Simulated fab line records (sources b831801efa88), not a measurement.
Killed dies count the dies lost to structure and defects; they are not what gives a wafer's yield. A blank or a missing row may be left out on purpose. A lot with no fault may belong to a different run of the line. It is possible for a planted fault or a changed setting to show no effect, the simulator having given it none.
fab line records | flow sfqLine
record: lots: 7 wafers: 21 lastDay: 82
route steps=325 shown M4@158 I4@163
lots that met no fault: from a run of the same line without faults
startH: start of the lot's first displayed wafer, in hours after the record's first day | waitH: hours from the lot's prior step to this one | " repeats the value in the row above | L1.1+2: several wafers, shown together as one row | - value missing, or start not given | * or withheld: withheld | < > ~ a bound
route shown NAME@n: NAME is a module with steps in the file, n the number in the route of the first one | usual: average and standard deviation across the fault-free wafers | same: alike in all rows | chamber/n: place in a boat | sites: the reading at each site | _std_site: the standard deviation of these | _edge_site: the outer-site mean with the inner-site mean subtracted | radiusMm: for every site, how far away it sits from the centre of the wafer | mask NAME#n: copy n | behind: tool/chamber where the wafer was last shaped | hold: the reason the lot was held/the length of the hold in hours/how it ended | device: the n, p or np transistor that did not switch | end of line: at the end of the route, the tests of the same wafers | step lacking rows: just its recipe | killed: dies that structure and defects cost at the first sort, which is not the same as the wafer's yield | map: a wafer's dies, x killed, . not, _ none there
set.NAME: the setting as run; set.NAME@STEP: as run at that earlier step | model.NAME: the simulator's own value behind a step, which no gauge read
a table for each step, a row for each wafer; lots at some steps of the route
services: from which hour (startH, from the record's first day; less than 0 if before it) a tool's chamber was out of use, for how many hours, and why
== steps ==
step: SFQ_M4_OVL_MEAS_926
usual: M4_OVL: -6/6.8
columns lot.wafer tool chamber startH waitH M4_OVL[nm]
L663.2 overlay-02 - 1156.24 0.1 -3
L663.3 " - " " -16
L663.4 " - " " -11
L664.1 overlay-02 - 1157.90 0.1 -11
L664.4 " - " " -9
L664.5 " - " " -3
L665.1 overlay-02 - 1161.03 0.1 -11
L665.2 " - " " -11
L665.4 " - " " -10
L670.1 overlay-01 - 1239.08 0.1 -9
L670.3 " - " " -4
L670.4 " - " " -9
L674.2 overlay-01 - 1265.30 0.1 -10
L674.3 " - " " -2
L674.4 " - " " -10
L679.3 overlay-01 - 1303.71 0.1 2
L679.4 " - " " -7
L679.6 " - " " -9
L682.2 overlay-01 - 1357.70 0.1 -6
L682.4 " - " " -4
L682.6 " - " " 2
step: SFQ_TRILAYER_M4_BARC_OPEN_METAL_ETCH_123
recipe: maskMaterial: PR chemistry: O2 targetDepthNm: 125 target: BARC icpW: 600 biasW: 80 pressureMtorr: 10 timeS: 41.7
step: SFQ_TRILAYER_M4_ETCH_METAL_ETCH_096
recipe: target: Nb stopOn: SiO2 maskMaterial: PR chemistry: Cl2/Ar targetDepthNm: 240 icpW: 600 biasW: 80 pressureMtorr: 10 timeS: 120
usual: drypumpMotorCurrentA: 5.60/0.28 oesProductAu: 0.891/0.0071
columns lot.wafer tool chamber startH waitH drypumpMotorCurrentA oesProductAu rfHoursCounterH
L663.2 rieMetal-04 1 1156.43 0.1 5.20 0.895 -
L663.3 " 1 " " 5.21 0.886 -
L663.4 " 1 " " 5.20 0.886 -
L664.1 rieMetal-02 0 1157.99 0.0 5.67 0.892 0
L664.4 " 1 " " 5.90 0.899 -
L664.5 " 1 " " 5.89 0.890 -
L665.1 rieMetal-02 1 1161.13 0.0 5.88 0.880 18
L665.2 " 0 " " 5.63 0.885 1
L665.4 " 0 " " 5.65 0.889 -
L670.1 rieMetal-02 1 1239.17 0.0 5.89 0.897 31
L670.3 " 0 " " 5.66 0.901 -
L670.4 " 1 " " 5.89 0.892 -
L674.2 rieMetal-02 1 1265.41 0.1 5.87 0.882 35
L674.3 " 0 " " 5.65 0.891 -
L674.4 " 1 " " 5.89 0.890 -
L679.3 rieMetal-04 1 1303.83 0.1 5.19 0.881 -
L679.4 " 0 " " 5.52 0.896 -
L679.6 " 0 " " 5.51 0.891 -
L682.2 rieMetal-04 0 1357.79 0.0 5.48 0.886 32
L682.4 " 0 " " 5.48 0.908 -
L682.6 " 1 " " 5.18 0.889 -
step: SFQ_TRILAYER_M4_STRIP_STRIP_097
recipe: gas: O2 powerW: 200 platenTempC: 40 overashFraction: 0.65 chemistry: O2 pressureMtorr: 50
usual: drypumpMotorCurrentA: 5.60/0.28 oesProductAu: 0.994/0.011
columns lot.wafer tool chamber startH waitH drypumpMotorCurrentA oesProductAu rfHoursCounterH
L663.2 rieMetal-04 1 1156.84 0.4 5.19 0.996 -
L663.3 " 1 " " 5.17 1.007 -
L663.4 " 1 " " 5.17 1.000 -
L664.1 rieMetal-02 0 1158.12 0.1 5.65 0.982 0
L664.4 " 1 " " 5.88 0.988 -
L664.5 " 1 " " 5.88 0.983 -
L665.1 rieMetal-02 1 1161.25 0.1 5.91 0.998 18
L665.2 " 0 " " 5.67 1.008 1
L665.4 " 0 " " 5.64 0.996 -
L670.1 rieMetal-02 1 1239.30 0.1 5.86 0.994 31
L670.3 " 0 " " 5.65 1.000 -
L670.4 " 1 " " 5.89 0.993 -
L674.2 rieMetal-02 1 1265.58 0.1 5.90 1.001 35
L674.3 " 0 " " 5.65 1.001 -
L674.4 " 1 " " 5.89 0.998 -
L679.3 rieMetal-04 1 1304.12 0.2 5.18 1.003 -
L679.4 " 0 " " 5.50 0.979 -
L679.6 " 0 " " 5.50 0.980 -
L682.2 rieMetal-04 0 1357.92 0.1 5.48 0.989 32
L682.4 " 0 " " 5.50 0.995 -
L682.6 " 1 " " 5.20 1.012 -
step: SFQ_TRILAYER_M4_STRIP_SOLV_CLEAN_098
recipe: chemistry: NMP tempC: 70 timeS: 600
step: SFQ_TRILAYER_I4_DEP_PECVD_099
recipe: material: SiO2 tempC: 150 timeS: 111.11 pressureTorr: 2.4 rfW: 183.3 precursor: SiH4/N2O targetThkNm: 500
usual: heaterPowerW: 82/17 throttleValvePct: 24.7/1.9
columns lot.wafer tool chamber startH waitH heaterPowerW throttleValvePct
L663.2 pecvd-01 2 1158.03 0.0 72 24.7
L663.3 " 1 " " 100 26.7
L663.4 " 2 " " 76 24.5
L664.1 pecvd-02 2 1158.89 0.0 63 23.2
L664.4 " 1 " " 95 21.4
L664.5 " 0 " " 74 23.0
L665.1 pecvd-01 2 1162.04 0.0 67 24.7
L665.2 " 1 " " 121 26.6
L665.4 " 0 " " 67 25.2
L670.1 pecvd-01 2 1240.07 0.0 79 25.0
L670.3 " 0 " " 74 25.6
L670.4 " 2 " " 65 25.1
L674.2 pecvd-01 2 1266.55 0.0 70 25.1
L674.3 " 1 " " 111 27.3
L674.4 " 2 " " 72 25.1
L679.3 pecvd-02 0 1304.69 0.0 66 23.4
L679.4 " 2 " " 71 23.4
L679.6 " 1 " " 96 21.5
L682.2 pecvd-02 2 1358.69 0.0 76 23.5
L682.4 " 0 " " 79 23.6
L682.6 " 1 " " 79 21.6
step: SFQ_TRILAYER_I4_CMP_CMP_100
recipe: material: SiO2 downForcePsi: 3 platenRpm: 60 padVelocityMS: 0.94248
usual: motorCurrentA: 9.5/0.87 timeToEndpointS: 214/9
columns lot.wafer tool chamber startH waitH motorCurrentA timeToEndpointS
L663.3 cmp-02 1 1158.11 0.0 9.5 208
L663.4 " 3 1159.11 1.0 9.9 207
L663.2 " 0 " " 8.7 216
L664.1 cmp-01 1 1158.97 0.0 8.5 214
L664.4 " 3 1159.97 1.0 10.9 218
L664.5 " 2 1161.47 2.5 10.0 205
L665.4 cmp-01 2 1162.62 0.5 9.4 208
L665.1 " 3 " " 11.1 213
L665.2 " 0 " " 9.4 205
L670.1 cmp-01 2 1242.90 2.8 10.0 210
L670.4 " 3 " " 10.7 225
L670.3 " 0 " " 9.8 208
L674.4 cmp-01 2 1267.42 0.8 9.7 223
L674.2 " 3 " " 10.9 224
L674.3 " 0 " " 9.9 213
L679.3 cmp-02 0 1314.02 9.3 8.3 208
L679.4 " 1 " " 10.0 220
L679.6 " 3 1315.52 10.8 9.7 206
L682.4 cmp-01 0 1388.70 29.9 9.5 215
L682.2 " 1 " " 8.6 207
L682.6 " 3 1390.20 31.4 10.3 213
step: SFQ_I4_BOW_MEAS_927
recipe: mode: bow
usual: I4_BOW: 6/11
columns lot.wafer tool chamber startH waitH I4_BOW[um]
L663.2 filmMetro-04 - 1161.13 1.0 4
L663.3 " - " " 5
L663.4 " - " " 12
L664.1 filmMetro-01 - 1161.97 2.5 0
L664.4 " - " " -1
L664.5 " - " " -14
L665.1 filmMetro-04 - 1165.12 1.5 4
L665.2 " - " " 13
L665.4 " - " " 8
L670.1 filmMetro-03 - 1245.40 2.0 25
L670.3 " - " " 14
L670.4 " - " " 15
L674.2 filmMetro-01 - 1270.44 2.0 3
L674.3 " - " " 7
L674.4 " - " " -4
L679.3 filmMetro-03 - 1316.06 1.5 5
L679.4 " - " " -12
L679.6 " - " " 0
L682.2 filmMetro-01 - 1391.22 1.5 6
L682.4 " - " " 1
L682.6 " - " " 12
step: SFQ_TRILAYER_I4_METRO_MEASURE_101
step: SFQ_TRILAYER_I4_VIA_LITHO_COAT_108
recipe: resist: BARC spinRpm: 3000 resistThkNm: 62
step: SFQ_TRILAYER_I4_VIA_LITHO_COAT_103
recipe: resist: KrF spinRpm: 3000 resistThkNm: 650
step: SFQ_TRILAYER_I4_VIA_LITHO_SOFTBAKE_107
recipe: tempC: withheld timeS: withheld resist: KrF
step: SFQ_TRILAYER_I4_VIA_LITHO_EXPOSE_104
recipe: maskId: I4 na: 0.6 sourceShape: conventional sigmaOuter: 0.65 targetCdNm: 700 doseMj: 21.3
columns lot.wafer tool chamber startH waitH mask
L663.2+3+4 krfScanner-02 0 1163.38 - I4#0
L664.1+4+5 krfScanner-02 0 1164.38 - I4#0
L665.1+2+4 krfScanner-02 0 1167.19 - I4#0
L670.1+3+4 krfScanner-01 0 1347.79 - I4#0
L674.2+3+4 krfScanner-01 0 1374.39 - I4#0
L679.3+4+6 krfScanner-02 0 1405.49 - I4#0
L682.2+4+6 krfScanner-01 0 1480.58 - I4#0
step: SFQ_TRILAYER_I4_VIA_LITHO_PEB_106
recipe: pebTempC: 115 pebTimeS: 60 resist: KrF
step: SFQ_TRILAYER_I4_VIA_LITHO_DEVELOP_105
recipe: timeS: 60 resist: KrF
step: SFQ_I4_OVL_MEAS_928
usual: I4_OVL: 5/4.6
columns lot.wafer tool chamber startH waitH I4_OVL[nm]
L663.2 overlay-02 - 1164.68 0.1 16
L663.3 " - " " 14
L663.4 " - " " 13
L664.1 overlay-02 - 1165.88 0.1 3
L664.4 " - " " 0
L664.5 " - " " 9
L665.1 overlay-01 - 1168.69 0.1 5
L665.2 " - " " 7
L665.4 " - " " 3
L670.1 overlay-01 - 1349.29 0.1 11
L670.3 " - " " 7
L670.4 " - " " 1
L674.2 overlay-01 - 1375.70 0.1 9
L674.3 " - " " 1
L674.4 " - " " 5
L679.3 overlay-02 - 1406.60 0.1 7
L679.4 " - " " 6
L679.6 " - " " -2
L682.2 overlay-01 - 1481.88 0.1 7
L682.4 " - " " 8
L682.6 " - " " 9
step: SFQ_TRILAYER_I4_VIA_BARC_OPEN_VIA_ETCH_146
recipe: maskMaterial: PR chemistry: O2 targetDepthNm: 125 target: BARC sourceW: 500 biasW: 80 pressureMtorr: 30 timeS: 41.7
usual: drypumpMotorCurrentA: 5.7/0.53 oesProductAu: 0.685/0.0045
columns lot.wafer tool chamber startH waitH drypumpMotorCurrentA oesProductAu rfHoursCounterH model.I4.cdNm
L663.2 rieDiel-03 2 1164.71 0.0 5.7 0.686 16 745.7
L663.3 " 1 " " 6.7 0.685 11 707.6
L663.4 " 3 " " 5.3 0.684 9 750.7
L664.1 rieDiel-02 2 1165.91 0.0 5.0 0.683 7 730
L664.4 " 0 " " 5.7 0.687 15 719.5
L664.5 " 0 " " 5.7 0.675 - 747
L665.1 rieDiel-04 2 1168.73 0.0 6.1 0.690 5 731.5
L665.2 " 1 " " 6.0 0.679 20 729.5
L665.4 " 3 " " 5.6 0.682 12 732.8
L670.1 rieDiel-03 0 1349.33 0.0 5.3 0.683 16 698.7
L670.3 " 1 " " 6.8 0.687 14 700.5
L670.4 " 2 " " 5.7 0.678 18 700.7
L674.2 rieDiel-03 3 1375.73 0.0 5.3 0.680 12 702.9
L674.3 " 2 " " 5.7 0.685 19 699.3
L674.4 " 0 " " 5.3 0.674 17 699.7
L679.3 rieDiel-04 0 1406.63 0.0 5.1 0.694 12 698.1
L679.4 " 3 " " 5.6 0.695 16 701.2
L679.6 " 2 " " 6.1 0.682 - 700.1
L682.2 rieDiel-02 0 1481.91 0.0 5.7 0.678 20 700.2
L682.4 " 2 " " 5.0 0.684 13 699.2
L682.6 " 3 " " 6.0 0.687 - 699.1
step: SFQ_TRILAYER_I4_VIA_ETCH_VIA_ETCH_106
recipe: target: SiO2 stopOn: Nb maskMaterial: PR taperDeg: 20 chemistry: CHF3 targetDepthNm: 260 sourceW: 500 biasW: 80 pressureMtorr: 30 timeS: withheld
usual: drypumpMotorCurrentA: 5.7/0.53 oesProductAu: 0.854/0.0052
columns lot.wafer tool chamber startH waitH drypumpMotorCurrentA oesProductAu model.I4.cdNm
L663.2 rieDiel-03 2 1164.75 0.0 5.7 0.852 744.9
L663.3 " 1 " " 6.7 0.859 708.4
L663.4 " 3 " " 5.2 0.847 754
L664.1 rieDiel-02 2 1165.95 0.0 5.0 0.861 729.6
L664.4 " 0 " " 5.7 0.852 716.1
L664.5 " 0 " " 5.7 0.862 743.3
L665.1 rieDiel-04 2 1168.77 0.0 6.1 0.860 725.2
L665.2 " 1 " " 6.0 0.861 730
L665.4 " 3 " " 5.6 0.853 731.9
L670.1 rieDiel-03 0 1349.37 0.0 5.3 0.852 701.1
L670.3 " 1 " " 6.7 0.855 701.7
L670.4 " 2 " " 5.7 0.851 702.2
L674.2 rieDiel-03 3 1375.77 0.0 5.3 0.856 706.7
L674.3 " 2 " " 5.7 0.848 699.3
L674.4 " 0 " " 5.3 0.857 701.9
L679.3 rieDiel-04 0 1406.66 0.0 5.1 0.857 700.5
L679.4 " 3 " " 5.6 0.855 700.3
L679.6 " 2 " " 6.1 0.845 697.6
L682.2 rieDiel-02 0 1481.95 0.0 5.7 0.854 696.4
L682.4 " 2 " " 5.0 0.852 698.5
L682.6 " 3 " " 6.0 0.847 698.3
step: SFQ_TRILAYER_I4_VIA_STRIP_STRIP_107
recipe: gas: O2 powerW: 200 platenTempC: 40 overashFraction: 0.65 chemistry: O2 pressureMtorr: 50
usual: drypumpMotorCurrentA: 5.4/0.36 oesProductAu: 0.996/0.015
columns lot.wafer tool chamber startH waitH drypumpMotorCurrentA oesProductAu rfHoursCounterH
L663.2 rieMetal-03 0 1164.87 - 5.0 1.000 130
L663.3 " 1 " " 5.7 0.983 -
L663.4 " 0 " " 5.0 0.998 -
L664.1 rieMetal-04 1 1166.07 - 5.2 1.007 9
L664.4 " 1 " " 5.2 0.999 -
L664.5 " 1 " " 5.2 1.008 -
L665.1 rieMetal-01 1 1168.88 - 6.1 0.996 116
L665.2 " 1 " " 6.1 0.998 -
L665.4 " 1 " " 6.1 0.990 -
L670.1 rieMetal-01 0 1349.48 - 5.3 0.978 100
L670.3 " 1 " " 6.1 0.997 -
L670.4 " 0 " " 5.4 0.967 -
L674.2 rieMetal-04 0 1375.88 - 5.5 0.991 37
L674.3 " 1 " " 5.2 1.013 -
L674.4 " 0 " " 5.5 0.994 -
L679.3 rieMetal-01 1 1406.98 - 6.1 0.982 -
L679.4 " 0 " " 5.3 0.971 -
L679.6 " 0 " " 5.3 0.988 -
L682.2 rieMetal-03 0 1482.06 - 5.0 1.005 51
L682.4 " 0 " " 5.0 1.012 -
L682.6 " 0 " " 5.0 1.006 -
== services ==
columns tool chamber startH hours kind
rieMetal-04 0 1135.86 15.9 repair
rieDiel-04 - 1136.22 1.1 repair
rieDiel-02 1 1144.33 7.4 repair
krfScanner-02 - 1146.33 1.3 pm
krfScanner-02 - 1147.63 1.0 pm
krfScanner-02 - 1148.63 0.8 pm
rieMetal-02 1 1166.96 2.4 repair
cmp-01 - 1185.82 1.2 repair
rieDiel-03 - 1207.90 0.5 repair
rieDiel-02 2 1232.80 3.7 repair
pecvd-01 0 1242.84 3.8 repair
pecvd-01 1 1243.39 10.2 repair
rieMetal-02 0 1245.67 2.5 repair
krfScanner-02 - 1247.18 1.3 pm
cmp-01 - 1260.42 4.0 pm
cmp-01 - 1288.96 1.9 repair
rieDiel-03 2 1293.42 1.2 repair
cmp-01 - 1300.49 0.3 repair
rieMetal-02 - 1324.52 1.4 pm
rieMetal-02 0 1361.30 8.1 repair
rieDiel-03 0 1362.13 3.8 repair
cmp-01 - 1372.42 3.8 pm
rieDiel-03 3 1391.05 6.5 repair
rieDiel-03 - 1453.16 0.4 repair
== key ==
firstSign none at tools or gauges
modelEffect: step: SFQ_TRILAYER_I4_VIA_BARC_OPEN_VIA_ETCH_146 value: I4.cdNm without: 700.1 struck: 732.7
modelEffect: step: SFQ_TRILAYER_I4_VIA_ETCH_VIA_ETCH_106 value: I4.cdNm without: 698.9 struck: 731.5
metAt SFQ_TRILAYER_I4_VIA_LITHO_EXPOSE_104
struckWafers L663.2,L663.3,L663.4,L664.1,L664.4,L664.5,L665.1,L665.2,L665.4
fault: kind: processParameterDrift tool: krfScanner-02 chamber: - onsetH: 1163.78 steps: SFQ_TRILAYER_I4_VIA_LITHO_EXPOSE_104 channel: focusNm offset: 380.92 spreadByWafer: 0.3 shape: step endH: 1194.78
